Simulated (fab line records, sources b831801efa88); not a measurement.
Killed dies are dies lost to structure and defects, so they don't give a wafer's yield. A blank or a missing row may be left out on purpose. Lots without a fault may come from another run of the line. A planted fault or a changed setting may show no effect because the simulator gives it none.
Problem report in the 8D (eight disciplines) form, filled by code | flow gf180mcu | the parts of the form that need people (team, actions taken, sign-off) are left out

1. THE PROBLEM
dose_ions_cm2 at GF_HV_LDD_IMPLANT_35 reads a mean of 7.909e+12 on 6 wafers of 2 lots; wafers without a fault read 7.502e+12 with a standard deviation of 8.1e+09. That is +50 standard deviations from the usual mean.
First seen on wafer L894.1, day 16 15:10, on implanter-02. The record holds 42 wafers of 14 lots with a number at this step. Rule for "out", or "out of limits": more than 4 standard deviations from the usual mean. The other wafers with a number count as sound.

2. WHAT IT IS AND WHAT IT IS NOT
question                    | is                     | is not
which readings at this step | dose_ions_cm2          | -
which lots                  | L894, L895             | L880, L881, L882, L883, L884, L886, L887, L888, L889, L891, L893, L900
which wafers of those lots  | all that have a number | -
read on which tools         | implanter-02           | implanter-01, implanter-03
when                        | from day 16 15:10      | up to then (33 sound wafers); but 3 sound wafers of L900 came after

3. SUSPECTS, AND WHAT RULES EACH OUT
Counting: a tool at a process step up to the reading stays a suspect if it ran every lot that is out and no sound lot after the first of them.
- implanter-02 at GF_HV_LDD_IMPLANT_35: kept. It ran every lot that is out, first L894 (day 16 15:10), and no sound lot after that; its last sound lot up to then is L891 (day 15 07:45). Its own readings are out on those wafers: dose_ions_cm2.
Left after counting: implanter-02 at GF_HV_LDD_IMPLANT_35.

4. THE CAUSE (what the simulator had put in)
Process parameter drift: implanter-02, from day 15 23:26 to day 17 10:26, at GF_HV_LDD_IMPLANT_35. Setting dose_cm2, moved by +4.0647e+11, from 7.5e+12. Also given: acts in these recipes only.
Counting left only this tool.

5. THE CHAIN OF EFFECTS, in route order
Each row: a reading whose mean over the struck wafers that have a number lies more than 3 standard deviations from the usual. Only readings for which the record gives a usual standard deviation are gone through. hours: the time from each lot's start at the first step in this table that gives one to its start at this step, as a median over the lots. sigmas: the change in usual standard deviations.
hours | step                 | reading       | usual     | on struck wafers | change     | sigmas
0     | GF_HV_LDD_IMPLANT_35 | dose_ions_cm2 | 7.502e+12 | 7.909e+12        | +4.068e+11 | +50
The process steps in it:
- GF_HV_LDD_IMPLANT_35

6. WHAT WOULD HAVE CAUGHT IT SOONER
In this record the first reading out of limits was taken at day 16 15:10, 16 hours after the fault began at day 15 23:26.
